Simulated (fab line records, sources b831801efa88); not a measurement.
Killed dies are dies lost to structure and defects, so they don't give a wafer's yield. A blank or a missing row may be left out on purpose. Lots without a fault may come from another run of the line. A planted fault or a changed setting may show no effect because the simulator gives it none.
fab line records | flow gf180mcu
record lots=12 wafers=36 last_day=34
route steps=602 shown HV_LDD@209 CONTACT@309
lots that met no fault: from a run of the same line without faults
start_h: hours from the record's first day to the start of the lot's first wafer shown | wait_h: hours since the lot's step before | " the same as in the row above | L1.1+2: a row that stands for several wafers | - no value, or no start given | * or withheld: withheld | < > ~ a bound
route shown NAME@n: a module of which the file shows steps, and the number in the route of the first | usual: mean/standard deviation of fault-free wafers | same: alike in all rows | chamber/n: place in a boat | sites: the reading at each site | _std_site: their standard deviation | _edge_site: outer sites' mean less inner sites' | radius_mm: how far each site lies from the wafer's centre | mask NAME#n: copy n | behind: the tool/chamber that last shaped the wafer | hold: why the lot was held/for how many hours/how that ended | device: the transistor (n, p or np) that didn't switch | end of line: the same wafers' tests at the end of the route | a step without rows: its recipe alone | killed: dies lost to structure and defects at the first sort, not the wafer's yield | map: a wafer's dies, x killed, . not, _ none there
set.NAME: the setting as run; set.NAME@STEP: as run at that earlier step | model.NAME: the simulator's own value behind a step, which no gauge read
steps of the route over a sample of lots; a table a step, a row a wafer
services: from which hour (start_h, from the record's first day; less than 0 if before it) a tool's chamber was out of use, for how many hours, and why
## steps
# step GF_HV_LDD_IMPLANT_33
# recipe species=P energy_kev=60 dose_cm2=7.5e+12 tilt_deg=30 rotation_deg=0
# usual beam_on_s=10.02/0.2 faraday_current_uA=42.2/0.83
# columns lot.wafer tool chamber start_h wait_h beam_on_s faraday_current_uA
L709.4 implanter-04 0 245.80 0.1 10.16 41.7
L709.5 " 0 " " 10.06 41.9
L709.6 " 0 " " 9.88 42.7
L711.1 implanter-01 0 279.73 0.0 9.78 43.1
L711.2 " 0 " " 9.93 42.6
L711.4 " 0 " " 9.53 44.5
L713.1 implanter-01 0 287.40 0.0 9.98 42.4
L713.3 " 0 " " 9.50 44.3
L713.6 " 0 " " 10.01 41.9
L714.1 implanter-01 0 293.60 0.0 10.02 42.4
L714.4 " 0 " " 10.29 41.0
L714.6 " 0 " " 10.09 41.9
L715.1 implanter-02 0 299.90 0.0 9.94 42.7
L715.3 " 0 " " 10.09 41.8
L715.6 " 0 " " 10.09 42.1
L716.3 implanter-04 0 311.98 0.1 9.65 43.7
L716.4 " 0 " " 9.80 43.2
L716.5 " 0 " " 10.01 42.4
L717.2 implanter-01 0 328.05 0.0 10.25 41.4
L717.3 " 0 " " 10.23 41.4
L717.5 " 0 " " 9.66 43.6
L719.4 implanter-01 0 330.58 0.1 10.12 41.8
L719.5 " 0 " " 10.19 41.4
L719.6 " 0 " " 9.76 43.3
L721.1 implanter-04 0 344.65 0.0 9.98 42.4
L721.2 " 0 " " 9.94 42.7
L721.6 " 0 " " 10.17 41.3
L727.2 implanter-01 0 405.14 0.0 8.32 50.9
L727.3 " 0 " " 8.40 50.6
L727.5 " 0 " " 8.31 50.4
L729.3 implanter-01 0 416.60 0.1 8.49 49.7
L729.5 " 0 " " 8.40 50.3
L729.6 " 0 " " 8.30 50.9
L732.2 implanter-02 0 430.25 0.0 10.19 41.6
L732.3 " 0 " " 9.83 43.0
L732.6 " 0 " " 9.95 42.5
# step GF_HV_LDD_TW_MEAS_38
# usual HV_LDD_3_TW=1432/8.3
# columns lot.wafer tool chamber start_h wait_h HV_LDD_3_TW
L709.4 film_metro-03 - 246.45 0.1 1422
L709.5 " - " " 1423
L709.6 " - " " 1420
L711.1 film_metro-03 - 280.43 0.1 1431
L711.2 " - " " 1420
L711.4 " - " " 1412
L713.1 film_metro-01 - 288.10 0.1 1437
L713.3 " - " " 1438
L713.6 " - " " 1441
L714.1 film_metro-03 - 294.30 0.1 1428
L714.4 " - " " 1438
L714.6 " - " " 1428
L715.1 film_metro-02 - 300.60 0.1 1437
L715.3 " - " " 1432
L715.6 " - " " 1435
L716.3 film_metro-03 - 312.65 0.1 1432
L716.4 " - " " 1433
L716.5 " - " " 1434
L717.2 film_metro-01 - 328.74 0.1 1426
L717.3 " - " " 1422
L717.5 " - " " 1419
L719.4 film_metro-03 - 331.23 0.1 1440
L719.5 " - " " 1436
L719.6 " - " " 1433
L721.1 film_metro-03 - 345.35 0.1 1421
L721.2 " - " " 1428
L721.6 " - " " 1431
L727.2 film_metro-01 - 405.83 0.1 1412
L727.3 " - " " 1404
L727.5 " - " " 1404
L729.3 film_metro-03 - 417.27 0.1 1409
L729.5 " - " " 1415
L729.6 " - " " 1413
L732.2 film_metro-02 - 430.94 0.1 1437
L732.3 " - " " 1424
L732.6 " - " " 1444
# step GF_HV_LDD_RTA_52
# recipe temp_c=1000 time_s=10 ambient=N2
# usual lamp_power_pct=35/5.3 wafer_temp_C_max=1003.3/1.1
# columns lot.wafer tool chamber start_h wait_h lamp_power_pct wafer_temp_C_max
L709.4 rtp_anneal-02 0 265.22 0.0 40 1003.3
L709.5 " 0 " " 40 1004.3
L709.6 " 0 " " 40 1004.4
L711.1 rtp_anneal-02 0 300.99 0.0 40 1003.7
L711.2 " 0 " " 40 1003.9
L711.4 " 0 " " 40 1002.9
L713.1 rtp_anneal-02 0 308.54 0.0 40 1004.3
L713.3 " 0 " " 40 1003.3
L713.6 " 0 " " 40 1004.8
L714.1 rtp_anneal-02 0 315.08 0.0 40 1005.5
L714.4 " 0 " " 40 1005.1
L714.6 " 0 " " 40 1006.1
L715.1 rtp_anneal-02 0 321.64 0.0 40 1003.1
L715.3 " 0 " " 40 1004.8
L715.6 " 0 " " 40 1003.8
L716.3 rtp_anneal-01 0 333.57 0.0 29 1003.2
L716.4 " 0 " " 29 1002.1
L716.5 " 0 " " 29 1002.1
L717.2 rtp_anneal-02 0 349.56 0.0 40 1004.1
L717.3 " 0 " " 40 1003.1
L717.5 " 0 " " 40 1004.1
L719.4 rtp_anneal-02 0 352.72 0.0 40 1004.0
L719.5 " 0 " " 40 1003.3
L719.6 " 0 " " 40 1003.5
L721.1 rtp_anneal-02 0 366.88 0.0 40 1003.4
L721.2 " 0 " " 40 1003.7
L721.6 " 0 " " 40 1003.5
L727.2 rtp_anneal-02 0 430.09 0.0 40 1003.8
L727.3 " 0 " " 40 1004.4
L727.5 " 0 " " 40 1004.6
L729.3 rtp_anneal-02 0 442.25 0.0 40 1004.6
L729.5 " 0 " " 40 1004.5
L729.6 " 0 " " 40 1006.4
L732.2 rtp_anneal-01 0 456.00 0.0 29 1003.5
L732.3 " 0 " " 29 1002.0
L732.6 " 0 " " 29 1003.2
# step GF_HV_LDD_RS_MEAS_53
# recipe thk_meas_gauge=four-point-probe
# usual HV_LDD_RS=418.3/0.86
# columns lot.wafer tool chamber start_h wait_h HV_LDD_RS[ohm/sq]
L709.4 film_metro-02 - 265.32 0.1 418.9
L709.5 " - " " 419.0
L709.6 " - " " 418.0
L711.1 film_metro-03 - 301.06 0.1 419.0
L711.2 " - " " 419.4
L711.4 " - " " 419.1
L713.1 film_metro-01 - 308.61 0.1 418.9
L713.3 " - " " 419.1
L713.6 " - " " 418.9
L714.1 film_metro-01 - 315.15 0.1 417.4
L714.4 " - " " 417.9
L714.6 " - " " 417.7
L715.1 film_metro-02 - 321.71 0.1 418.4
L715.3 " - " " 418.4
L715.6 " - " " 418.1
L716.3 film_metro-02 - 333.70 0.1 418.9
L716.4 " - " " 418.3
L716.5 " - " " 417.2
L717.2 film_metro-03 - 349.64 0.1 417.7
L717.3 " - " " 416.2
L717.5 " - " " 416.9
L719.4 film_metro-01 - 352.82 0.1 417.3
L719.5 " - " " 417.8
L719.6 " - " " 418.4
L721.1 film_metro-02 - 366.95 0.1 420.0
L721.2 " - " " 419.0
L721.6 " - " " 419.5
L727.2 film_metro-02 - 430.16 0.1 421.3
L727.3 " - " " 421.2
L727.5 " - " " 422.0
L729.3 film_metro-03 - 442.33 0.1 421.5
L729.5 " - " " 421.0
L729.6 " - " " 422.1
L732.2 film_metro-03 - 456.08 0.1 419.4
L732.3 " - " " 418.5
L732.6 " - " " 419.3
# step GF_CONTACT_SPUTTER_22
# recipe material=Ti target_thk_nm=15 chamber_pressure_pa=5 power_w=2500 substrate_temp_c=200 time_s=80.02
# usual substrate_temp_c=200.01/0.17 throttle_valve_pct=30.1/0.9
# columns lot.wafer tool chamber start_h wait_h substrate_temp_c throttle_valve_pct
L709.4 pvd_sputter-02 - 353.74 0.0 199.55 30.5
L709.5 " - " " 200.27 30.4
L709.6 " - " " 199.98 28.4
L711.1 pvd_sputter-04 - 392.94 0.0 199.92 31.4
L711.2 " - " " 199.96 29.9
L711.4 " - " " 200.00 29.3
L713.1 pvd_sputter-02 - 401.99 0.0 200.16 30.5
L713.3 " - " " 199.83 31.6
L713.6 " - " " 199.97 28.7
L714.1 pvd_sputter-04 - 409.75 0.0 199.98 29.8
L714.4 " - " " 199.97 31.5
L714.6 " - " " 199.88 30.1
L715.1 pvd_sputter-04 - 416.89 0.0 200.05 31.2
L715.3 " - " " 199.75 29.5
L715.6 " - " " 199.95 30.0
L716.3 pvd_sputter-04 - 429.74 0.0 199.82 29.8
L716.4 " - " " 199.83 30.3
L716.5 " - " " 200.39 31.2
L717.2 pvd_sputter-02 - 450.48 0.0 199.94 30.2
L717.3 " - " " 199.91 28.6
L717.5 " - " " 199.84 31.4
L719.4 pvd_sputter-03 - 452.19 0.0 200.00 30.8
L719.5 " - " " 199.93 30.5
L719.6 " - " " 200.05 30.0
L721.1 pvd_sputter-02 - 467.83 0.0 199.93 30.4
L721.2 " - " " 199.91 30.4
L721.6 " - " " 199.86 30.4
L727.2 pvd_sputter-02 - 532.33 0.0 200.11 30.5
L727.3 " - " " 199.99 31.6
L727.5 " - " " 199.88 28.4
L729.3 pvd_sputter-02 - 542.82 0.0 200.01 28.5
L729.5 " - " " 199.87 28.8
L729.6 " - " " 200.07 30.4
L732.2 pvd_sputter-03 - 555.88 0.0 200.21 30.3
L732.3 " - " " 199.96 29.5
L732.6 " - " " 200.17 30.1
# step GF_CONTACT_CVD_24
# recipe material=W target_thk_nm=300 time_s=90.339 temp_c=400 pressure_torr=40
# usual heater_power_w=838/110 susceptor_temp_C=399.95/0.21
# columns lot.wafer tool chamber start_h wait_h heater_power_w susceptor_temp_C
L709.4 cvd_w-02 1 353.87 0.1 945 400.03
L709.5 " 1 " " 960 400.14
L709.6 " 0 " " 699 400.21
L711.1 cvd_w-02 1 393.04 0.0 982 399.92
L711.2 " 0 " " 699 399.70
L711.4 " 1 " " 955 399.44
L713.1 cvd_w-02 1 402.11 0.0 964 399.73
L713.3 " 1 " " 960 399.85
L713.6 " 0 " " 698 399.64
L714.1 cvd_w-02 1 409.85 0.0 975 400.35
L714.4 " 1 " " 950 400.38
L714.6 " 1 " " 961 400.05
L715.1 cvd_w-02 1 416.99 0.0 965 399.98
L715.3 " 1 " " 969 400.15
L715.6 " 0 " " 702 400.10
L716.3 cvd_w-02 1 429.87 0.1 929 399.95
L716.4 " 0 " " 700 399.54
L716.5 " 1 " " 965 400.06
L717.2 cvd_w-01 0 450.58 0.0 831 399.74
L717.3 " 1 " " 866 400.11
L717.5 " 1 " " 848 400.14
L719.4 cvd_w-02 0 452.32 0.1 695 399.92
L719.5 " 1 " " 938 400.07
L719.6 " 0 " " 712 399.89
L721.1 cvd_w-01 1 467.93 0.0 860 400.08
L721.2 " 1 " " 851 399.92
L721.6 " 1 " " 878 399.83
L727.2 cvd_w-02 0 532.47 0.1 728 399.78
L727.3 " 0 " " 704 399.59
L727.5 " 0 " " 699 399.52
L729.3 cvd_w-01 1 543.09 0.1 862 399.64
L729.5 " 1 " " 865 399.90
L729.6 " 1 " " 846 399.88
L732.2 cvd_w-01 1 556.01 0.1 877 399.77
L732.3 " 1 " " 867 400.35
L732.6 " 1 " " 851 400.10
## services
# columns tool chamber start_h hours kind
implanter-04 - 227.20 1.2 repair
implanter-04 - 231.72 5.5 pm
cvd_w-01 0 241.68 5.5 repair
implanter-04 - 288.80 1.2 repair
pvd_sputter-02 - 312.58 3.6 repair
implanter-02 - 324.40 9.9 repair
cvd_w-01 - 324.79 6.0 pm
pvd_sputter-03 - 355.99 2.7 repair
implanter-02 - 356.80 3.1 pm
rtp_anneal-02 - 356.99 1.2 pm
cvd_w-01 1 363.82 6.1 repair
implanter-04 - 368.77 21.0 pm
cvd_w-01 - 390.00 14.0 pm
pvd_sputter-02 - 391.55 3.8 repair
cvd_w-01 0 393.83 4.3 repair
cvd_w-01 - 407.40 14.8 repair
implanter-04 - 425.60 197.3 pm
cvd_w-01 1 445.59 1.5 repair
implanter-01 - 453.06 87.4 pm
pvd_sputter-03 - 454.40 2.2 repair
cvd_w-01 0 458.46 103.0 repair
implanter-02 - 494.29 3.9 repair
cvd_w-02 1 523.81 10.5 repair
cvd_w-02 - 538.04 2.3 repair
## key
first_sign step=GF_HV_LDD_IMPLANT_33 reading=faraday_current_uA direction=up sigmas=9.9 usual=42.2 struck=50.5
effect step=GF_HV_LDD_IMPLANT_33 reading=beam_on_s direction=down sigmas=8.3 usual=10.02 struck=8.37
effect step=GF_HV_LDD_TW_MEAS_38 reading=HV_LDD_3_TW direction=down sigmas=2.7 usual=1432 struck=1409
effect step=GF_HV_LDD_RS_MEAS_53 reading=HV_LDD_RS direction=up sigmas=3.7 usual=418.3 struck=421.5
met_at GF_HV_LDD_IMPLANT_33
struck_lots L727,L729
tester_left_out L727,L729
not_acting_at GF_HV_LDD_RTA_52,GF_CONTACT_SPUTTER_22,GF_CONTACT_CVD_24
onset_between 330.58 405.14
fault kind=process_parameter_drift tool=implanter-01 chamber=- onset_h=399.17 steps=GF_HV_LDD_IMPLANT_33 channel=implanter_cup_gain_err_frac offset=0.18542 shape=step end_h=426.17
# tester_left_out: of these lots the tester's yield and bins aren't shown, on N5 and GAA mostly nor the transistor test; their killed dies are dies lost to structure and defects alone, not to doping, threshold or leakage, so they don't give the yield
